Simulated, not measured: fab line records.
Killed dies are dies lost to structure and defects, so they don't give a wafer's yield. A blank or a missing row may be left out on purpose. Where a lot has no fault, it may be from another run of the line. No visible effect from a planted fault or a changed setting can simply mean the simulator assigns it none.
Which tool is to blame? | flow gf180mcu | route of 602 steps, sampled at 1 step: 6 lots, 18 wafers

## WHAT THE GAUGES SHOWED, per wafer
GF_POLY_GATE_CD_MEAS_10 targets a cd of 280 nm.
lot  | measured     | on        | cd_nm (nm)
L171 | day 10 01:47 | cd_sem-01 | 280.0 281.3 279.8
L178 | day 12 01:22 | cd_sem-01 | 280.5 280.5 281.0
L183 | day 13 15:09 | cd_sem-01 | 279.0 279.4 279.0
L185 | day 14 05:29 | cd_sem-01 | 279.4 280.0 279.7
L189 | day 15 12:53 | cd_sem-02 | 279.8 279.5 279.5
L191 | day 16 00:05 | cd_sem-02 | 280.4 279.6 279.4

## WHICH TOOL RAN EACH LOT (tool, then ch and the chambers of the sampled wafers, then the start)
The record holds no process step before these readings.

## THE ANSWER, worked out from the rows above alone
Rule: what is usual is taken from the lots themselves. Put in order of their means at a reading, lots are off if they are a third of the lots or fewer, leave a main group of 4 or more, and stand apart from it by a gap of 3 or more times the standard deviation of the main group's means; of several such gaps the widest counts. The tables above print the reading to a certain number of digits; a main group whose means all agree to those digits is not used. Also off: a lot with no number at a reading for which 4 or more lots have one. The other lots that the step has rows for count as sound.
Across all readings shown, no lot is off: no conclusion can be drawn from this.

## WHAT THE SIMULATOR HAD INSERTED
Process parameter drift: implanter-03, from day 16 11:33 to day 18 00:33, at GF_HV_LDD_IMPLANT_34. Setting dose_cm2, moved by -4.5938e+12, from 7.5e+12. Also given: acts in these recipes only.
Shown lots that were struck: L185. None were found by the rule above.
